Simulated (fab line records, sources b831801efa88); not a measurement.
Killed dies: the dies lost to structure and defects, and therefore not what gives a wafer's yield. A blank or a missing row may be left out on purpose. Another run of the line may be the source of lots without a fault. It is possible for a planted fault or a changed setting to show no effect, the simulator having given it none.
The tool behind it: which one? + flow sky130 + 12 lots with 36 wafers sampled at 6 steps, on a route of 708 steps

WHAT THE GAUGES SHOWED, per wafer
SKY_CONTACT_CD_MEAS_14: target cd 170 nm.
| lot  | measured     | on        | cd nm (nm)        |
|------|--------------|-----------|-------------------|
| L192 | day 30 22:21 | cd sem-02 | 168.9 169.6 169.7 |
| L194 | day 31 17:25 | cd sem-02 | 168.4 167.1 166.9 |
| L196 | day 33 08:34 | cd sem-02 | 168.5 168.4 169.2 |
| L198 | day 33 10:17 | cd sem-02 | 169.3 170.2 170.1 |
| L199 | day 33 16:35 | cd sem-02 | 169.4 169.9 171.2 |
| L203 | day 35 02:59 | cd sem-01 | 172.7 171.7 171.6 |
| L202 | day 35 03:19 | cd sem-02 | 172.3 171.4 171.6 |
| L205 | day 35 16:53 | cd sem-01 | 171.3 168.5 170.1 |
| L206 | day 35 21:37 | cd sem-02 | 170.3 170.2 171.3 |
| L211 | day 37 12:56 | cd sem-01 | 180.9 181.0 182.1 |
| L212 | day 37 22:14 | cd sem-02 | 182.8 181.8 179.9 |
| L214 | day 38 08:43 | cd sem-02 | 169.4 170.2 169.6 |

SKY_CONTACT_RS_MEAS_25: measurement is done with a four-point probe.
| lot  | measured     | on            | CONTACT_W_RS (ohm/sq) |
|------|--------------|---------------|-----------------------|
| L192 | day 30 23:24 | film metro-02 | 0.334 0.332 0.334     |
| L194 | day 31 18:31 | film metro-01 | 0.338 0.341 0.342     |
| L196 | day 33 09:45 | film metro-01 | 0.340 0.337 0.334     |
| L198 | day 33 11:20 | film metro-03 | 0.334 0.333 0.333     |
| L199 | day 33 17:38 | film metro-03 | 0.345 0.344 0.344     |
| L203 | day 35 04:05 | film metro-03 | 0.335 0.333 0.339     |
| L202 | day 35 04:25 | film metro-02 | 0.333 0.335 0.331     |
| L205 | day 35 17:58 | film metro-01 | 0.328 0.334 0.331     |
| L206 | day 35 22:41 | film metro-03 | 0.337 0.333 0.335     |
| L211 | day 37 13:59 | film metro-02 | 0.338 0.336 0.337     |
| L212 | day 37 23:17 | film metro-02 | 0.337 0.336 0.339     |
| L214 | day 38 09:48 | film metro-01 | 0.336 0.338 0.334     |

SKY_CONTACT_THK_MEAS_26: measures by xrf.
| lot  | measured     | on            | CONTACT_W_THK (nm) |
|------|--------------|---------------|--------------------|
| L192 | day 30 23:30 | film metro-02 | 337 338 337        |
| L194 | day 31 18:37 | film metro-01 | 347 345 344        |
| L196 | day 33 09:50 | film metro-01 | 346 347 350        |
| L198 | day 33 11:26 | film metro-03 | 345 348 346        |
| L199 | day 33 17:45 | film metro-03 | 332 334 335        |
| L203 | day 35 04:11 | film metro-03 | 341 344 336        |
| L202 | day 35 04:32 | film metro-02 | 346 342 349        |
| L205 | day 35 18:05 | film metro-01 | 358 352 358        |
| L206 | day 35 22:47 | film metro-03 | 337 341 339        |
| L211 | day 37 14:06 | film metro-02 | 340 344 339        |
| L212 | day 37 23:24 | film metro-02 | 342 341 339        |
| L214 | day 38 09:55 | film metro-01 | 350 346 352        |

WHICH TOOL RAN EACH LOT (tool, then ch and the chambers of the sampled wafers, then the start)
| lot  | SKY_CONTACT_CVD_00              | SKY_CONTACT_SOFTBAKE_10           | SKY_CONTACT_STRIP_19                 |
|------|---------------------------------|-----------------------------------|--------------------------------------|
| L192 | pecvd-02 ch 1,2, day 29 18:08   | litho track-03 ch 0, day 30 08:00 | plasma asher-03 ch 0,1, day 30 22:38 |
| L194 | pecvd-03 ch 1,2, day 30 14:27   | litho track-02 ch 0, day 31 05:00 | plasma asher-04 ch 0,1, day 31 17:42 |
| L196 | pecvd-02 ch 0,1,2, day 32 05:56 | litho track-04 ch 0, day 32 19:00 | plasma asher-03 ch 0,1, day 33 08:50 |
| L198 | pecvd-01 ch 0,2, day 32 07:47   | litho track-03 ch 0, day 32 20:00 | plasma asher-01 ch 0,1, day 33 10:33 |
| L199 | pecvd-01 ch 0,1, day 32 13:44   | litho track-03 ch 0, day 33 03:00 | plasma asher-01 ch 0,1, day 33 16:52 |
| L203 | pecvd-01 ch 0,2, day 33 23:50   | litho track-04 ch 0, day 34 14:00 | plasma asher-04 ch 0, day 35 03:15   |
| L202 | pecvd-02 ch 0,1,2, day 34 00:32 | litho track-03 ch 0, day 34 14:00 | plasma asher-01 ch 0,1, day 35 03:36 |
| L205 | pecvd-02 ch 1,2, day 34 12:32   | litho track-02 ch 0, day 35 02:00 | plasma asher-03 ch 0,1, day 35 17:10 |
| L206 | pecvd-03 ch 0,2, day 34 17:32   | litho track-04 ch 0, day 35 07:00 | plasma asher-03 ch 0,1, day 35 21:54 |
| L211 | pecvd-02 ch 0,1, day 36 08:43   | litho track-04 ch 0, day 36 23:00 | plasma asher-01 ch 0,1, day 37 13:12 |
| L212 | pecvd-03 ch 0,1, day 36 18:13   | litho track-04 ch 0, day 37 08:00 | plasma asher-01 ch 0,1, day 37 22:30 |
| L214 | pecvd-02 ch 0,1,2, day 37 05:16 | litho track-02 ch 0, day 37 19:00 | plasma asher-03 ch 0,1, day 38 09:00 |
- SKY_CONTACT_CVD_00: deposits Si3N4, target thk 75 nm.
- SKY_CONTACT_SOFTBAKE_10: time 88.51 s.
- SKY_CONTACT_STRIP_19: strips in O2/N2.

AS READ BY THE TOOLS THEMSELVES (means over the sampled wafers that have a number; for cases with no such wafer, the mark the record gives instead)
SKY_CONTACT_CVD_00.
| lot  | tool     | heater power w (W) |
|------|----------|--------------------|
| L192 | pecvd-02 | 768                |
| L194 | pecvd-03 | 778                |
| L196 | pecvd-02 | 703                |
| L198 | pecvd-01 | 801                |
| L199 | pecvd-01 | 682                |
| L203 | pecvd-01 | 851                |
| L202 | pecvd-02 | 705                |
| L205 | pecvd-02 | 739                |
| L206 | pecvd-03 | 872                |
| L211 | pecvd-02 | 607                |
| L212 | pecvd-03 | 752                |
| L214 | pecvd-02 | 665                |

SKY_CONTACT_SOFTBAKE_10.
| lot  | tool           | heater power total W (W) | plate temp C (C) |
|------|----------------|--------------------------|------------------|
| L192 | litho track-03 | 57.67                    | 99.89            |
| L194 | litho track-02 | 57.73                    | 99.88            |
| L196 | litho track-04 | 57.51                    | 99.95            |
| L198 | litho track-03 | 57.65                    | 100.21           |
| L199 | litho track-03 | 57.74                    | 99.94            |
| L203 | litho track-04 | 57.75                    | 99.97            |
| L202 | litho track-03 | 57.63                    | 100.02           |
| L205 | litho track-02 | 57.68                    | 99.87            |
| L206 | litho track-04 | 57.78                    | 99.87            |
| L211 | litho track-04 | 68.57                    | 113.53           |
| L212 | litho track-04 | 68.62                    | 113.75           |
| L214 | litho track-02 | 57.52                    | 99.88            |

SKY_CONTACT_STRIP_19.
| lot  | tool            | drypump motor current A (A) | oes product au (a.u.) | strip time to endpoint s (s) |
|------|-----------------|-----------------------------|-----------------------|------------------------------|
| L192 | plasma asher-03 | 5.9                         | 0.381                 | 3.602                        |
| L194 | plasma asher-04 | 5.4                         | 0.380                 | 3.632                        |
| L196 | plasma asher-03 | 5.9                         | 0.386                 | 3.645                        |
| L198 | plasma asher-01 | 5.5                         | 0.379                 | 3.602                        |
| L199 | plasma asher-01 | 5.5                         | 0.381                 | 3.620                        |
| L203 | plasma asher-04 | 5.0                         | 0.377                 | 3.635                        |
| L202 | plasma asher-01 | 5.6                         | 0.378                 | 3.649                        |
| L205 | plasma asher-03 | 5.9                         | 0.379                 | 3.646                        |
| L206 | plasma asher-03 | 5.9                         | 0.377                 | 3.621                        |
| L211 | plasma asher-01 | 5.5                         | 0.380                 | 3.551                        |
| L212 | plasma asher-01 | 5.5                         | 0.379                 | 3.591                        |
| L214 | plasma asher-03 | 5.9                         | 0.379                 | 3.658                        |

THE ANSWER, worked out from the rows above alone
Rule: the usual values come from the lots themselves. Put in order of their means at a reading, lots are off if they are a third of the lots or fewer, leave a main group of 4 or more, and stand apart from it by a gap of 3 or more times the standard deviation of the main group's means; of several such gaps the widest counts. If all means in a main group match to the digits the tables above print for the reading, that group is not used. Also off: a lot with no number at a reading for which 4 or more lots have one. The other lots that the step has rows for count as sound. Order of review: gauges by route order, followed by the tools' own readings, for which a lot's mean as printed above is used. At the first step where some lot is off, the reading lying furthest off is the one used; lots without a number count as furthest.
Off: L211, L212 (SKY_CONTACT_CD_MEAS_14, cd nm). Main group: mean 170.0 nm, sd 1.3.
A tool fits if, at a process step before that reading, it ran every lot that is off, and no sound lot after the first of them. The gauges at SKY_CONTACT_CD_MEAS_14 aren't tried: what is off there is off at SKY_CONTACT_SOFTBAKE_10 too, on other tools, and a gauge's error can't cause that. One fits: SKY_CONTACT_SOFTBAKE_10 on litho track-04. A fault onset in the window from L206 (day 35 07:00, its last sound lot) to L211 (day 36 23:00, its first lot off) fits.
The tool's own readings at SKY_CONTACT_SOFTBAKE_10 bear it out: on the lots that are off they differ by more than 5 times the standard deviation of the sound lots' means. heater power total W reads 68.59 W there against 57.67 W on the sound lots; plate temp C reads 113.64 C there against 99.95 C on the sound lots.

WHAT HAD BEEN PUT IN BY THE SIMULATOR
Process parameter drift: litho track-04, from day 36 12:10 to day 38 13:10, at SKY_CONTACT_SOFTBAKE_10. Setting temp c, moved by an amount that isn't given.
Struck lots among those shown: L211, L212. The same result came from the rule above.
